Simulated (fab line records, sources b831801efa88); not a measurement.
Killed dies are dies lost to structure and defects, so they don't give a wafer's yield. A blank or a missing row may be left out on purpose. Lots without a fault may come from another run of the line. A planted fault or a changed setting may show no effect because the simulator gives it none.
A struck lot beside a sound one | flow sky130 | 44 steps out of a route of 708
Sound: wafers L923.2, L923.3, L923.5. Struck: wafer L937.6. (L937.4, L937.5 of the same lot were not struck and are left out.) The cause comes at the end.
At each step with rows: each side's tool, then ch and its chambers, then its first start. Under that, the readings that differ: sound wafers | struck wafers | difference of the means | sigmas: that difference in standard deviations of wafers without a fault.
alike: readings whose means differ by less than 2 such deviations, and words and numbers that are the same on both sides. not compared: withheld readings, readings that some wafer has no value for, bounds like >300 that may hide the same value, and numbers for which the record gives no deviation and whose values overlap.
The two part at a step that has a row with sigmas, a row that says differs or no value, or rows on one side only. Numbers that don't overlap but have no deviation are shown without sigmas and don't part them. A reading that every wafer of one side lacks parts them only if that side has two wafers or more.

first, 5 steps without rows for these wafers: SKY_VIA2_ETCH_15 (etches SiO2 in C4F8/O2/Ar, stops on TiN, target depth 546 nm, time 84 s); SKY_VIA2_STRIP_16 (strips in O2/N2); SKY_VIA2_STRIP_17 (strips in post etch residue remover, time 1200 s); SKY_VIA2_CLEAN_18 (cleans in IPA, time 180 s); SKY_VIA2_CLEAN_19 (cleans in O3/DIW).
SKY_VIA2_SPUTTER_20: material TiN, target thk 20 nm, time 80 s.
  sound on pvd_sputter-02, day 38 06:14; struck on pvd_sputter-02, day 42 08:16
  alike: chamber_pressure_pa, throttle_valve_pct
SKY_VIA2_CVD_21: deposits W, target thk 420 nm, time 126.4 s.
  sound on cvd_w-01 ch 0,1, day 38 06:17; struck on cvd_w-01 ch 0, day 42 08:22
  alike: chamber_pressure_Torr, heater_power_w
SKY_VIA2_RS_MEAS_22: measures by four-point-probe.
  sound on film_metro-01, day 38 06:26; struck on film_metro-01, day 42 08:31
  alike: VIA2_W_RS
SKY_VIA2_THK_MEAS_23: measures by xrf.
  sound on film_metro-01, day 38 06:33; struck on film_metro-01, day 42 08:36
  alike: VIA2_W_THK
SKY_VIA2_CMP_24: polishes, stops on SiO2, t overpolish 20 s, target thk 0 nm.
  sound on cmp-02 ch 0,1,2, day 38 06:39; struck on cmp-01 ch 0, day 42 08:41
  alike: motor_current_A, overpolish_run_s, time_to_endpoint_s
then, 2 steps without rows for these wafers: SKY_METAL3_SPUTTER_00 (material Ti, target thk 15 nm, time 10 s); SKY_METAL3_SPUTTER_01 (material TiN, target thk 20 nm, time 16.7 s).
SKY_METAL3_SPUTTER_02: material AlCu, target thk 735 nm, time 39.1 s.
  sound on pvd_sputter-04, day 38 06:57; struck on pvd_sputter-04, day 42 08:59
  reading                                     | sound                | struck | difference | sigmas
  chamber_pressure_pa (Pa)                    | 0.3995 0.3995 0.3997 | 0.4748 | +0.0752    | +98
  throttle_valve_pct (%)                      | 31.0 28.7 31.1       | 28.1   | -2.2       | -2
  model.AlCu_of_METAL3_SPUTTER_02.thk_nm (nm) | 731.8 745.6 727.7    | 685.7  | -49.3      |
then, 1 step without rows for these wafers: SKY_METAL3_SPUTTER_03 (material Ti, target thk 5 nm, time 3.3 s).
SKY_METAL3_SPUTTER_04: material TiN, target thk 70 nm, time 58.3 s.
  sound on pvd_sputter-04, day 38 07:00; struck on pvd_sputter-04, day 42 09:02
  alike: chamber_pressure_pa, throttle_valve_pct
then, 1 step without rows for these wafers: SKY_CAPM_CVD_00 (deposits SiO2, target thk 15.5 nm).
SKY_CAPM_THK_MEAS_01:
  sound on film_metro-02, day 38 07:05; struck on film_metro-04, day 42 09:08
  alike: CAPM_CVD_00_THK
SKY_CAPM_SPUTTER_02: material TiN, target thk 200 nm, time 166.7 s.
  sound on pvd_sputter-01, day 38 07:08; struck on pvd_sputter-03, day 42 09:10
  alike: chamber_pressure_pa, throttle_valve_pct
SKY_CAPM_RS_MEAS_03: measures by four-point-probe.
  sound on film_metro-04, day 38 07:16; struck on film_metro-04, day 42 09:20
  alike: CAPM_TIN_RS
SKY_CAPM_THK_MEAS_04: measures by xrf.
  sound on film_metro-04, day 38 07:22; struck on film_metro-04, day 42 09:26
  alike: CAPM_TIN_THK
then, 7 steps without rows for these wafers: SKY_CAPM_DEHYDRATE_05 (time 60 s); SKY_CAPM_HMDS_06 (prime time 60 s); SKY_CAPM_COAT_07 (resist thk 1140 nm); SKY_CAPM_SOFTBAKE_08 (time 60 s); SKY_CAPM_EXPOSE_09 (exposes mask CAPM, target cd 1000 nm); SKY_CAPM_PEB_10; SKY_CAPM_DEVELOP_11 (develop time 60 s).
SKY_CAPM_OVL_MEAS_12:
  sound on overlay-02, day 39 08:10; struck on overlay-02, day 43 08:35
  alike: CAPM_OVL
then, 13 steps without rows for these wafers: SKY_CAPM_METAL_ETCH_13 (etches TiN in Cl2/BCl3, stops on SiO2, target depth 220 nm, time 62.9 s); SKY_CAPM_STRIP_14 (strips in O2/N2); SKY_CAPM_STRIP_15 (strips in post etch residue remover, time 1200 s); SKY_CAPM_CLEAN_16 (cleans in IPA, time 180 s); SKY_CAPM_CLEAN_17 (cleans in O3/DIW); SKY_METAL3_DEHYDRATE_05 (time 60 s); SKY_METAL3_HMDS_06 (prime time 60 s); SKY_METAL3_COAT_07 (resist thk 60 nm); SKY_METAL3_COAT_08 (resist thk 1140 nm); SKY_METAL3_SOFTBAKE_09 (time 90 s); SKY_METAL3_EXPOSE_10 (exposes mask MM3, target cd 300 nm); SKY_METAL3_PEB_11; SKY_METAL3_DEVELOP_12 (develop time 60 s).
SKY_METAL3_CD_MEAS_13: target cd 300 nm.
  sound on cd_sem-02, day 40 09:14; struck on cd_sem-02, day 44 08:11
  alike: cd_nm
SKY_METAL3_METAL_ETCH_18: etches the open film in Cl2/BCl3, stops on SiO2, target depth 845 nm, time 183.1 s.
  sound on rie_metal-02 ch 0,1, day 40 09:32; struck on rie_metal-01 ch 0, day 44 08:29
  reading                            | sound                | struck | difference | sigmas
  oes_product_au (a.u.)              | 0.861 0.879 0.866    | 0.840  | -0.029     | -4
  throttle_valve_pct (%)             | 22.256 22.276 22.253 | 22.282 | +0.020     | +2
  model.etch.depth_nm (nm)           | 861.5 874.9 857.7    | 814.8  | -49.9      |
  model.METAL3.feature_depth_nm (nm) | 861.5 874.9 857.7    | 814.8  | -49.9      |
  alike: drypump_motor_current_A, rf_fwd_power_W
  not compared: rf_hours_counter_h
-- the record jumps here: 6 days lie between the struck wafers' starts before and after (it left off in module METAL3 and takes up again in module PAD_OPEN, whose first step shown is number 708 of the route) --
SKY_PAD_OPEN_PROBE_99:
  sound on prober-02, day 47 09:01; struck on prober-01, day 50 11:24
  reading                      | sound                   | struck  | difference | sigmas
  model.etest.met3.line_ohm_um | 0.1436 0.1377 0.1429    | 0.1502  | +0.0088    |
  model.etest.met3.rs_ohm_sq   | 0.04299 0.04197 0.04322 | 0.04562 | +0.00289   |
  alike: defect_limited_yield, killed_at_M0_to_M3, killed_at_M4_up, killed_at_contacts, killed_at_front_end, killed_at_other, killed_dies, killed_open, killed_short, sort_bin_3_pad_short, sort_bin_5_function, sort_bin_6_memory, sort_n_pass, sort_yield_pct

WHERE THEY PART
First at SKY_METAL3_SPUTTER_02; last, within this record, at SKY_METAL3_METAL_ETCH_18. Later steps at which nothing parts them and some readings are alike: SKY_PAD_OPEN_PROBE_99.

WHY: what the simulator had put in
Process parameter drift: pvd_sputter-04, from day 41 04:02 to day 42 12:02, at SKY_METAL3_SPUTTER_02. Setting chamber_pressure_pa, moved by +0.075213, from 0.4. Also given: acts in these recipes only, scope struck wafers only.
